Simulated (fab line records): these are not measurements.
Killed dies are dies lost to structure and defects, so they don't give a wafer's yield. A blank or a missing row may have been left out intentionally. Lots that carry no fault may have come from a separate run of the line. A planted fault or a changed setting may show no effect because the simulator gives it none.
fab line records	flow sky130
[record] lots = 5	wafers = 23
route steps=708 shown SONOS_TUNNEL@163 GATE_OXIDE@188 POLY_GATE@224 LDD_P@264 LDD_HVN@275 LDD_HVP@286 POLY_CUT@310
start_h: start of the lot's first displayed wafer, in hours after the record's first day	wait_h: how many hours have passed since the lot's step before this one	" repeats the value in the row above	L1.1+2: several wafers, shown together as one row	- no value, or no start given	* or withheld: withheld	< > ~ a bound
route shown NAME@n: names a module that has steps shown in the file, with the first one's number in the route	usual: average and standard deviation across the fault-free wafers	same: alike in all rows	chamber/n: place in a boat	sites: the reading at each site	_std_site: standard deviation of those values	_edge_site: the outer-site mean with the inner-site mean subtracted	radius_mm: how far each site lies from the wafer's centre	mask NAME#n: copy n	behind: tool/chamber where the wafer was last shaped	hold: why the lot was held/for how many hours/how that ended	device: names the non-switching transistor (n, p or np)	end of line: tests of these same wafers at the route's end	a step with no rows: only its recipe	killed: the dies lost at the first sort to structure and to defects; this is not the yield of the wafer	map: per-die view of a wafer (x killed, . not killed, _ where there is no die)
set.NAME: the setting that was run; set.NAME@STEP: the one run at that earlier step	model.NAME: the simulator's own value behind a step, which no gauge read
lots where settings were altered on purpose, with a table for each step and a row for each wafer
[[steps]]
[step SKY_SONOS_TUNNEL_IMPLANT_09]
[recipe] species = B	energy_kev = 20	dose_cm2 = 1e+12	tilt_deg = withheld
lot.wafer	tool	chamber	start_h	wait_h	set.energy_kev	model.implant.rp_nm	model.implant.drp_nm
L074.1+4+5	implanter-02	0	245.19	0.0	20	65.59	28.34
L075.1+2+3	implanter-02	0	251.19	0.0	19.14	63.99	27.48
L075.4+5	"	0	"	"	20	66.83	28.34
L078.1+4+5	implanter-04	0	271.14	0.0	20	66.31	28.34
L078.2+3	"	0	"	"	18.94	62.84	27.27
L080.1+3+5	implanter-04	0	288.38	0.0	19.23	63.67	27.57
L080.2+6	"	0	"	"	20	66.19	28.34
L084.1+3	implanter-04	0	314.43	0.0	18.99	62.96	27.32
L084.4+5+6	"	0	"	"	20	66.27	28.34
[step SKY_GATE_OXIDE_OXIDATION_01]
[recipe] temp_c = 900	ambient = O2	stabilise_s = 600	purge_s = 300	target_thk_a = 102.68	ox_time_s = 1473
lot.wafer	tool	chamber	start_h	wait_h	set.temp_c	model.SiO2_of_GATE_OXIDE_OXIDATION_01.thk_nm
L074.1	furnace-02	0	318.17	1.7	900	10.34
L074.4	"	0	"	"	900	10.36
L074.5	"	0	"	"	900	10.22
L075.1	-	-	-	1.2	889.2	8.877
L075.2	"	-	"	"	889.2	8.825
L075.3	"	-	"	"	889.2	8.843
L075.4	"	-	"	"	889.2	8.702
L075.5	"	-	"	"	889.2	9.04
L078.1	-	-	-	0.3	900	10.05
L078.2	"	-	"	"	900	10.19
L078.3	"	-	"	"	900	10.22
L078.4	"	-	"	"	900	10.03
L078.5	"	-	"	"	900	10.24
L080.1+6	-	-	-	3.8	911	11.41
L080.2	"	-	"	"	911	11.33
L080.3	"	-	"	"	911	11.06
L080.5	"	-	"	"	911	11.2
L084.1	-	-	-	1.9	881.8	8.457
L084.3	"	-	"	"	881.8	8.719
L084.4	"	-	"	"	881.8	8.502
L084.5	"	-	"	"	881.8	8.589
L084.6	"	-	"	"	881.8	8.691
[step SKY_GATE_OXIDE_THK_MEAS_02]
[recipe] reads = SiO2_of_GATE_OXIDE_OXIDATION_01
[usual] GATE_OXIDE_OXIDATION_00_THK = 10.20/0.2
lot.wafer	tool	chamber	start_h	wait_h	set.temp_c@GATE_OXIDE_OXIDATION_01	GATE_OXIDE_OXIDATION_00_THK[nm]
L074.1	film_metro-02	-	319.64	0.1	900	10.30
L074.4	"	-	"	"	900	10.40
L074.5	"	-	"	"	900	10.23
L075.1	film_metro-01	-	-	-	889.2	8.86
L075.2	"	-	"	"	889.2	8.83
L075.3	"	-	"	"	889.2	8.82
L075.4	"	-	"	"	889.2	8.71
L075.5	"	-	"	"	889.2	9.01
L078.1	film_metro-02	-	-	-	900	10.05
L078.2	"	-	"	"	900	10.22
L078.3	"	-	"	"	900	10.21
L078.4	"	-	"	"	900	10.06
L078.5	"	-	"	"	900	10.29
L080.1	film_metro-02	-	-	-	911	11.39
L080.2	"	-	"	"	911	11.36
L080.3	"	-	"	"	911	11.03
L080.5	"	-	"	"	911	11.19
L080.6	"	-	"	"	911	11.39
L084.1	film_metro-01	-	-	-	881.8	8.49
L084.3	"	-	"	"	881.8	8.68
L084.4	"	-	"	"	881.8	8.54
L084.5	"	-	"	"	881.8	8.64
L084.6	"	-	"	"	881.8	8.72
[step SKY_GATE_OXIDE_IMPLANT_11]
[recipe] species = B	energy_kev = 10	dose_cm2 = 2.6e+12	tilt_deg = withheld
lot.wafer	tool	chamber	start_h	wait_h	set.energy_kev	model.implant.rp_nm	model.implant.drp_nm
L074.1+4+5	implanter-04	0	344.56	0.0	10	33.71	17.11
L075.1+2	implanter-02	0	344.61	0.0	10	32.7	17.11
L075.3+4+5	"	0	"	"	9.552	31.5	16.57
L078.1+2	implanter-04	0	344.75	0.0	10	32.36	17.11
L078.3+4+5	"	0	"	"	9.817	31.87	16.89
L080.1+2+3+5+6	implanter-02	0	353.36	0.0	10	32.18	17.11
L084.1+4	implanter-02	0	376.55	0.0	9.688	32.57	16.74
L084.3+5+6	"	0	"	"	10	33.42	17.11
[step SKY_GATE_OXIDE_WET_ETCH_12]
[recipe] chemistry = dHF	target_depth_nm = 16.8	dry = n2_spin	target = SiO2	dilution = 100:1	temp_c = 25	time_s = 336
[step SKY_GATE_OXIDE_STRIP_13]
[recipe] chemistry = O2/N2	power_w = 1400	pressure_mtorr = 1500	platen_temp_c = withheld	o2_flow_sccm = 3000	n2_flow_sccm = 300	overash_fraction = 0.5
[step SKY_GATE_OXIDE_CLEAN_15]
[recipe] chemistry = SC1/SC2	mix = 1:4:20	temp_c = 70	time_s = 150	dry = n2_spin
lot.wafer	tool	chamber	start_h	wait_h	set.temp_c@GATE_OXIDE_OXIDATION_01	model.SiO2_of_GATE_OXIDE_OXIDATION_01.thk_nm
L074.1	wet_bench-01	3	344.98	0.1	900	9.999
L074.4	"	3	"	"	900	10.02
L074.5	"	3	"	"	900	9.881
L075.1	wet_bench-02	0	345.03	0.1	889.2	8.53
L075.2	"	0	"	"	889.2	8.48
L075.3	"	0	"	"	889.2	8.497
L075.4	"	0	"	"	889.2	8.357
L075.5	"	0	"	"	889.2	8.695
L078.1	wet_bench-02	3	345.16	0.1	900	9.702
L078.2	"	3	"	"	900	9.85
L078.3	"	3	"	"	900	9.874
L078.4	"	3	"	"	900	9.683
L078.5	"	3	"	"	900	9.897
L080.1+6	wet_bench-02	1	353.77	0.1	911	11.07
L080.2	"	1	"	"	911	10.99
L080.3	"	1	"	"	911	10.72
L080.5	"	1	"	"	911	10.86
L084.1	wet_bench-01	3	376.96	0.1	881.8	8.111
L084.3	"	3	"	"	881.8	8.374
L084.4	"	3	"	"	881.8	8.157
L084.5	"	3	"	"	881.8	8.245
L084.6	"	3	"	"	881.8	8.347
[step SKY_GATE_OXIDE_OXIDATION_16]
[recipe] temp_c = 800	ambient = O2	idle_temp_c = 700	ramp_up_c_per_min = 10	ramp_down_c_per_min = 3	stabilise_s = 600	purge_s = 300	target_thk_a = 35.7	ox_time_s = 1915
lot.wafer	tool	chamber	start_h	wait_h	set.temp_c@GATE_OXIDE_OXIDATION_01	model.SiO2_of_GATE_OXIDE_OXIDATION_01.thk_nm
L074.1	furnace-01	0	346.63	1.6	900	11.68
L074.4	"	0	"	"	900	11.69
L074.5	"	0	"	"	900	11.59
L075.1	furnace-01	0	346.63	1.6	889.2	10.38
L075.2	"	0	"	"	889.2	10.33
L075.3	"	0	"	"	889.2	10.37
L075.4	"	0	"	"	889.2	10.19
L075.5	"	0	"	"	889.2	10.53
L078.1	furnace-01	0	346.63	1.4	900	11.42
L078.2	"	0	"	"	900	11.59
L078.3	"	0	"	"	900	11.6
L078.4	"	0	"	"	900	11.44
L078.5	"	0	"	"	900	11.64
L080.1	furnace-01	0	360.34	6.5	911	12.66
L080.2	"	0	"	"	911	12.6
L080.3	"	0	"	"	911	12.32
L080.5	"	0	"	"	911	12.47
L080.6	"	0	"	"	911	12.68
L084.1	furnace-02	0	377.86	0.8	881.8	9.886
L084.3	"	0	"	"	881.8	10.16
L084.4	"	0	"	"	881.8	9.956
L084.5	"	0	"	"	881.8	10.02
L084.6	"	0	"	"	881.8	10.15
[step SKY_POLY_GATE_EXPOSE_10]
[recipe] mask_id = P1M	na = 0.68	source_shape = conventional	sigma_outer = 0.6	target_cd_nm = 150	dose_mj = 28
lot.wafer	tool	chamber	start_h	wait_h	mask	set.dose_mj
L075.1+3	krf_scanner-01	0	-	-	P1M#0	28
L075.2+4+5	"	0	"	"	P1M#0	29.31
L074.1+4+5	krf_scanner-02	0	-	-	P1M#0	28
L078.1+3+5	krf_scanner-01	0	-	-	P1M#0	26.34
L078.2+4	"	0	"	"	P1M#0	28
L080.1+5+6	krf_scanner-02	0	-	-	P1M#0	28.7
L080.2+3	"	0	"	"	P1M#0	28
L084.1+4+5	krf_scanner-02	0	-	-	P1M#0	28
L084.3+6	"	0	"	"	P1M#0	30.02
[step SKY_POLY_GATE_PEB_11]
[recipe] peb_temp_c = withheld	peb_time_s = withheld	resist = KrF-thick
[step SKY_POLY_GATE_DEVELOP_12]
[recipe] develop_time_s = 60	resist = KrF-thick	dev_temp_c = 21
[step SKY_POLY_GATE_CD_MEAS_13]
[recipe] target_cd_nm = 150
[usual] cd_nm = 150.6/1.4
lot.wafer	tool	chamber	start_h	wait_h	set.dose_mj@POLY_GATE_EXPOSE_10	cd_nm
L075.1	cd_sem-02	-	405.83	-	28	151.3
L075.2	"	-	"	"	29.31	143.2
L075.3	"	-	"	"	28	151.8
L075.4	"	-	"	"	29.31	143.1
L075.5	"	-	"	"	29.31	143.8
L074.1	cd_sem-01	-	407.13	-	28	151.9
L074.4	"	-	"	"	28	151.6
L074.5	"	-	"	"	28	150.8
L078.1	cd_sem-02	-	407.48	-	26.34	159.1
L078.2	"	-	"	"	28	148.6
L078.3	"	-	"	"	26.34	161.6
L078.4	"	-	"	"	28	150.0
L078.5	"	-	"	"	26.34	158.8
L080.1	cd_sem-02	-	421.11	-	28.7	144.9
L080.2	"	-	"	"	28	150.8
L080.3	"	-	"	"	28	150.2
L080.5	"	-	"	"	28.7	144.0
L080.6	"	-	"	"	28.7	144.1
L084.1	cd_sem-02	-	442.76	-	28	149.0
L084.3	"	-	"	"	30.02	138.5
L084.4	"	-	"	"	28	150.4
L084.5	"	-	"	"	28	149.2
L084.6	"	-	"	"	30.02	137.9
[step SKY_POLY_GATE_ETCH_15]
[recipe] chemistry = N2/H2	target = BARC	ion_energy_ev = 200	source_w = 500	bias_w = 100	pressure_mtorr = 30	n2_flow_sccm = 100	h2_flow_sccm = 200	stop_on = SiO2	time_s = 118.5	target_depth_a = 1100
lot.wafer	tool	chamber	start_h	wait_h	set.source_w	set.dose_mj@POLY_GATE_EXPOSE_10	model.KrF-thick_of_POLY_GATE_COAT_08.thk_nm	model.POLY_GATE.cd_nm
L075.1	rie_diel-04	1	405.98	0.0	538.8	28	338.5	151.4
L075.2	"	0	"	"	500	29.31	344.6	144.2
L075.3	"	2	"	"	538.8	28	335.6	152.3
L075.4	"	3	"	"	500	29.31	343.1	144.9
L075.5	"	1	"	"	538.8	29.31	340.1	144.9
L074.1	rie_diel-04	0	407.28	0.0	500	28	341.8	156.1
L074.4	"	1	"	"	500	28	344.4	155.3
L074.5	"	3	"	"	500	28	345.5	155
L078.1	rie_diel-03	0	407.63	0.0	500	26.34	341.7	156
L078.2	"	1	"	"	445.9	28	351.9	150.9
L078.3	"	2	"	"	500	26.34	341.8	159.9
L078.4	"	0	"	"	445.9	28	354.8	150.9
L078.5	"	2	"	"	445.9	26.34	348.2	161.7
L080.1	rie_diel-03	2	421.27	0.0	500	28.7	343.1	145
L080.2	"	0	"	"	500	28	345.9	149.2
L080.3	"	1	"	"	448.6	28	354.2	154.3
L080.5	"	2	"	"	448.6	28.7	352.8	147
L080.6	"	0	"	"	500	28.7	344.1	143
L084.1	rie_diel-02	0	442.92	0.0	458.8	28	352.9	148.6
L084.3	"	3	"	"	458.8	30.02	352.6	138.2
L084.4	"	2	"	"	500	28	346.8	145.9
L084.5	"	2	"	"	500	28	343.6	145.5
L084.6	"	3	"	"	458.8	30.02	351.9	137.3
[step SKY_POLY_GATE_STRIP_18]
[recipe] chemistry = O2/N2	power_w = 1400	pressure_mtorr = 1500	platen_temp_c = withheld	o2_flow_sccm = 3000	n2_flow_sccm = 300	overash_fraction = 0.5
lot.wafer	tool	chamber	start_h	wait_h	set.power_w
L075.1+4+5	plasma_asher-01	0	406.65	0.0	1550
L075.2+3	"	1	"	"	1400
L074.1+4+5	plasma_asher-04	0,1,0	407.52	0.0	1400
L078.1+2+3+4+5	plasma_asher-01	0,1,0,1,1	407.87	0.0	1400
L080.1+5	plasma_asher-04	0,1	421.50	0.0	1400
L080.2+3+6	"	1,1,0	"	"	1459
L084.1+3+4+5+6	plasma_asher-01	0,1,0,0,1	443.15	0.0	1400
[step SKY_POLY_GATE_CLEAN_19]
[recipe] chemistry = SC1/SC2	mix = 1:4:20	temp_c = 70	time_s = 150	dry = n2_spin
[step SKY_POLY_GATE_OXIDATION_20]
[recipe] temp_c = 850	ambient = O2	stabilise_s = 600	purge_s = 300	target_thk_a = 40	ox_time_s = 899
[step SKY_POLY_GATE_CD_MEAS_22]
[usual] cd_nm = 152/3.5
lot.wafer	tool	chamber	start_h	wait_h	set.dose_mj@POLY_GATE_EXPOSE_10	cd_nm
L074.1	cd_sem-02	-	411.73	0.1	28	156
L074.4	"	-	"	"	28	155
L074.5	"	-	"	"	28	155
L078.1	cd_sem-02	-	411.90	0.2	26.34	156
L078.2	"	-	"	"	28	150
L078.3	"	-	"	"	26.34	160
L078.4	"	-	"	"	28	152
L078.5	"	-	"	"	26.34	161
L075.1	cd_sem-02	-	412.07	0.4	28	154
L075.2	"	-	"	"	29.31	144
L075.3	"	-	"	"	28	151
L075.4	"	-	"	"	29.31	147
L075.5	"	-	"	"	29.31	146
L080.1	cd_sem-02	-	425.52	0.1	28.7	145
L080.2	"	-	"	"	28	151
L080.3	"	-	"	"	28	155
L080.5	"	-	"	"	28.7	147
L080.6	"	-	"	"	28.7	144
L084.1	cd_sem-02	-	444.61	0.1	28	149
L084.3	"	-	"	"	30.02	137
L084.4	"	-	"	"	28	145
L084.5	"	-	"	"	28	145
L084.6	"	-	"	"	30.02	136
[step SKY_LDD_P_IMPLANT_09]
[recipe] species = BF2	energy_kev = 25	dose_cm2 = 1e+13	tilt_deg = withheld
lot.wafer	tool	chamber	start_h	wait_h	set.dose_cm2
L074.1+4+5	implanter-01	0	473.37	0.0	1e+13
L078.1+5	implanter-02	0	473.78	0.0	1e+13
L078.2+3+4	"	0	"	"	9.262e+12
L075.1+2+3+4+5	implanter-02	0	474.73	0.0	1e+13
L080.1+3	implanter-01	0	487.62	0.0	1e+13
L080.2+5+6	"	0	"	"	1.034e+13
L084.1+3+4+5+6	implanter-01	0	508.07	0.0	1e+13
[step SKY_LDD_P_STRIP_10]
[recipe] chemistry = O2/N2	power_w = 1400	pressure_mtorr = 1500	platen_temp_c = withheld	o2_flow_sccm = 3000	n2_flow_sccm = 300	overash_fraction = 0.5
[step SKY_LDD_P_TW_MEAS_11]
[usual] LDD_P_TW = 636.3/2.9
lot.wafer	tool	chamber	start_h	wait_h	set.dose_cm2@LDD_P_IMPLANT_09	LDD_P_TW
L074.1	film_metro-04	-	473.62	0.1	1e+13	636.6
L074.4	"	-	"	"	1e+13	637.7
L074.5	"	-	"	"	1e+13	634.8
L078.1	film_metro-04	-	474.03	0.1	1e+13	638.8
L078.2	"	-	"	"	9.262e+12	621.4
L078.3	"	-	"	"	9.262e+12	622.3
L078.4	"	-	"	"	9.262e+12	619.7
L078.5	"	-	"	"	1e+13	634.2
L075.1	film_metro-01	-	474.98	0.1	1e+13	637.4
L075.2	"	-	"	"	1e+13	636.8
L075.3	"	-	"	"	1e+13	634.5
L075.4	"	-	"	"	1e+13	636.4
L075.5	"	-	"	"	1e+13	635.9
L080.1	film_metro-02	-	487.87	0.1	1e+13	641.0
L080.2	"	-	"	"	1.034e+13	642.0
L080.3	"	-	"	"	1e+13	637.6
L080.5	"	-	"	"	1.034e+13	645.4
L080.6	"	-	"	"	1.034e+13	643.1
L084.1	film_metro-01	-	508.32	0.1	1e+13	639.4
L084.3	"	-	"	"	1e+13	637.1
L084.4	"	-	"	"	1e+13	637.7
L084.5	"	-	"	"	1e+13	637.8
L084.6	"	-	"	"	1e+13	639.6
[step SKY_LDD_HVN_IMPLANT_08]
[recipe] species = P	energy_kev = 60	dose_cm2 = 3e+13	tilt_deg = 40
lot.wafer	tool	chamber	start_h	wait_h	set.energy_kev	model.implant.rp_nm	model.implant.drp_nm
L074.1+4+5	implanter-02	0	505.21	0.0	60	56.1	28.15
L078.1+2+3+4+5	implanter-02	0	505.81	0.0	60	55.28	28.15
L075.1+3+4	implanter-03	0	506.41	0.0	60	55.01	28.15
L075.2+5	"	0	"	"	56.58	51.82	26.78
L080.1+2	implanter-04	0	519.12	0.0	59.05	53.61	27.77
L080.3+5+6	"	0	"	"	60	54.49	28.15
L084.1+6	implanter-02	0	539.26	0.0	60	54.71	28.15
L084.3+4+5	"	0	"	"	62.47	57.01	29.16
[step SKY_LDD_HVP_IMPLANT_08]
[recipe] species = B	energy_kev = 20	dose_cm2 = 1.7e+13	tilt_deg = 17.9
lot.wafer	tool	chamber	start_h	wait_h	set.energy_kev	model.implant.rp_nm	model.implant.drp_nm
L074.1+4+5	implanter-01	0	536.02	0.0	20	63.22	28.53
L078.1+2	implanter-01	0	537.27	0.0	19.49	62.3	28.02
L078.3+4+5	"	0	"	"	20	63.91	28.53
L075.1+3	implanter-01	0	537.61	0.0	20.58	65.06	29.16
L075.2+4+5	"	0	"	"	20	63.24	28.53
L080.1+3+6	implanter-01	0	549.46	0.0	20	62.32	28.53
L080.2+5	"	0	"	"	18.88	58.87	27.39
L084.1+4	implanter-01	0	569.21	0.0	20	62.57	28.53
L084.3+5+6	"	0	"	"	21.12	66.03	29.83
[step SKY_POLY_CUT_COAT_03]
[recipe] resist = KrF-thick	spin_rpm = 3000	resist_thk_nm = 450
lot.wafer	tool	chamber	start_h	wait_h	set.resist_thk_nm	model.KrF-thick_of_POLY_CUT_COAT_03.thk_nm
L074.1	litho_track-04	0	-	-	450	448.9
L074.4	"	0	"	"	450	448.6
L074.5	"	0	"	"	450	449.6
L078.1	litho_track-02	0	-	-	476.9	478.6
L078.2	"	0	"	"	476.9	478.4
L078.3	"	0	"	"	450	450.1
L078.4	"	0	"	"	476.9	476.3
L078.5	"	0	"	"	450	449.5
L075.1	litho_track-02	0	-	-	470	470.8
L075.2	"	0	"	"	470	472.5
L075.3	"	0	"	"	450	449.3
L075.4	"	0	"	"	450	449.7
L075.5	"	0	"	"	470	470.5
L080.1	litho_track-04	0	-	-	461.5	460.2
L080.2	"	0	"	"	461.5	461.1
L080.3	"	0	"	"	450	450
L080.5	"	0	"	"	461.5	460.4
L080.6	"	0	"	"	450	448.3
L084.1+3	litho_track-04	0	-	-	425.5	424.2
L084.4	"	0	"	"	425.5	425.9
L084.5	"	0	"	"	450	449.3
L084.6	"	0	"	"	450	449.2
[step SKY_POLY_CUT_ETCH_10]
[recipe] chemistry = N2/H2	target = BARC	ion_energy_ev = 200	source_w = 500	bias_w = 100	pressure_mtorr = 30	n2_flow_sccm = 100	h2_flow_sccm = 200	stop_on = SiO2	time_s = 45.9	target_depth_a = 600
lot.wafer	tool	chamber	start_h	wait_h	set.time_s
L074.1+4+5	rie_diel-02	1,2,1	597.68	0.0	45.9
L078.1+3+4	rie_diel-02	0,3,1	598.03	0.0	49.74
L078.2+5	"	2,0	"	"	45.9
L075.1+2+3	rie_diel-02	1,0,3	600.11	0.0	45.9
L075.4+5	"	2,1	"	"	41.88
L080.1+2+3	rie_diel-04	1,2,0	611.12	0.0	48.18
L080.5+6	"	0,3	"	"	45.9
L084.1+5	rie_diel-01	2	631.78	0.0	51.13
L084.3+4+6	"	3,1,1	"	"	45.9
[step SKY_POLY_CUT_ETCH_11]
[recipe] target = Si3N4	chemistry = CF4/CH2F2/Ar	stop_on = poly-Si	source_w = 600	bias_w = 150	pressure_mtorr = 40	cf4_flow_sccm = 40	ch2f2_flow_sccm = 20	Ar_flow_sccm = 150	time_s = 42.5	target_depth_a = 600
[step SKY_POLY_CUT_STRIP_12]
[recipe] chemistry = O2/N2	power_w = 1400	pressure_mtorr = 1500	platen_temp_c = withheld	o2_flow_sccm = 3000	n2_flow_sccm = 300	overash_fraction = 0.5
[usual] strip_time_to_endpoint_s = 5.353/0.018
lot.wafer	tool	chamber	start_h	wait_h	set.resist_thk_nm@POLY_CUT_COAT_03	strip_time_to_endpoint_s
L074.1	plasma_asher-02	1	597.77	0.0	450	5.342
L074.4	"	0	"	"	450	5.341
L074.5	"	0	"	"	450	5.342
L078.1	plasma_asher-04	1	598.12	0.0	476.9	5.623
L078.2	"	0	"	"	476.9	5.651
L078.3	"	0	"	"	450	5.315
L078.4	"	1	"	"	476.9	5.580
L078.5	"	0	"	"	450	5.351
L075.1	plasma_asher-02	1	600.20	0.0	470	5.561
L075.2	"	0	"	"	470	5.592
L075.3	"	0	"	"	450	5.335
L075.4	"	1	"	"	450	5.368
L075.5	"	1	"	"	470	5.588
L080.1	plasma_asher-02	1	611.20	0.0	461.5	5.457
L080.2	"	0	"	"	461.5	5.442
L080.3	"	1	"	"	450	5.327
L080.5	"	0	"	"	461.5	5.452
L080.6	"	1	"	"	450	5.314
L084.1	plasma_asher-04	1	631.87	0.0	425.5	5.068
L084.3	"	0	"	"	425.5	5.088
L084.4	"	1	"	"	425.5	5.128
L084.5	"	1	"	"	450	5.328
L084.6	"	0	"	"	450	5.354
[[key]]
[split] step = SKY_SONOS_TUNNEL_IMPLANT_09	setting = energy_kev	stated = 20	by = wafer
[response] step = SKY_SONOS_TUNNEL_IMPLANT_09	reading = model.implant.rp_nm	change = +0.657	per = 1%	r = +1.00
[response] step = SKY_SONOS_TUNNEL_IMPLANT_09	reading = model.implant.drp_nm	change = +0.2	per = 1%	r = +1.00
[split] step = SKY_GATE_OXIDE_OXIDATION_01	setting = temp_c	stated = 900	by = lot
[response] step = SKY_GATE_OXIDE_OXIDATION_01	reading = model.SiO2_of_GATE_OXIDE_OXIDATION_01.thk_nm	change = +0.874	per = 1%	r = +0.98
[response] step = SKY_GATE_OXIDE_THK_MEAS_02	reading = GATE_OXIDE_OXIDATION_00_THK	change = +0.869	per = 1%	r = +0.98
[response] step = SKY_GATE_OXIDE_CLEAN_15	reading = model.SiO2_of_GATE_OXIDE_OXIDATION_01.thk_nm	change = +0.876	per = 1%	r = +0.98
[response] step = SKY_GATE_OXIDE_OXIDATION_16	reading = model.SiO2_of_GATE_OXIDE_OXIDATION_01.thk_nm	change = +0.811	per = 1%	r = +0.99
[split] step = SKY_GATE_OXIDE_IMPLANT_11	setting = energy_kev	stated = 10	by = wafer
[response] step = SKY_GATE_OXIDE_IMPLANT_11	reading = model.implant.rp_nm	change = +0.269	per = 1%	r = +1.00
[response] step = SKY_GATE_OXIDE_IMPLANT_11	reading = model.implant.drp_nm	change = +0.12	per = 1%	r = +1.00
[split] step = SKY_POLY_GATE_EXPOSE_10	setting = dose_mj	stated = 28	by = wafer
[response] step = SKY_POLY_GATE_CD_MEAS_13	reading = cd_nm	change = -1.72	per = 1%	r = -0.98
[response] step = SKY_POLY_GATE_ETCH_15	reading = model.POLY_GATE.cd_nm	change = -1.42	per = 1%	r = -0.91
[response] step = SKY_POLY_GATE_CD_MEAS_22	reading = cd_nm	change = -1.42	per = 1%	r = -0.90
[split] step = SKY_POLY_GATE_ETCH_15	setting = source_w	stated = 500	by = wafer
[response] step = SKY_POLY_GATE_ETCH_15	reading = model.KrF-thick_of_POLY_GATE_COAT_08.thk_nm	change = -0.871	per = 1%	r = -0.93
[split] step = SKY_POLY_GATE_STRIP_18	setting = power_w	stated = 1400	by = wafer
response none clear
[split] step = SKY_LDD_P_IMPLANT_09	setting = dose_cm2	stated = 1e+13	by = wafer
[response] step = SKY_LDD_P_TW_MEAS_11	reading = LDD_P_TW	change = +1.94	per = 1%	r = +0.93
[split] step = SKY_LDD_HVN_IMPLANT_08	setting = energy_kev	stated = 60	by = wafer
[response] step = SKY_LDD_HVN_IMPLANT_08	reading = model.implant.rp_nm	change = +0.559	per = 1%	r = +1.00
[response] step = SKY_LDD_HVN_IMPLANT_08	reading = model.implant.drp_nm	change = +0.241	per = 1%	r = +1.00
[split] step = SKY_LDD_HVP_IMPLANT_08	setting = energy_kev	stated = 20	by = wafer
[response] step = SKY_LDD_HVP_IMPLANT_08	reading = model.implant.rp_nm	change = +0.619	per = 1%	r = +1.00
[response] step = SKY_LDD_HVP_IMPLANT_08	reading = model.implant.drp_nm	change = +0.216	per = 1%	r = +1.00
[split] step = SKY_POLY_CUT_COAT_03	setting = resist_thk_nm	stated = 450	by = wafer
[response] step = SKY_POLY_CUT_COAT_03	reading = model.KrF-thick_of_POLY_CUT_COAT_03.thk_nm	change = +4.66	per = 1%	r = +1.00
[response] step = SKY_POLY_CUT_STRIP_12	reading = strip_time_to_endpoint_s	change = *	per = 1%	r = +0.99
[split] step = SKY_POLY_CUT_ETCH_10	setting = time_s	stated = 45.9	by = wafer
response none clear
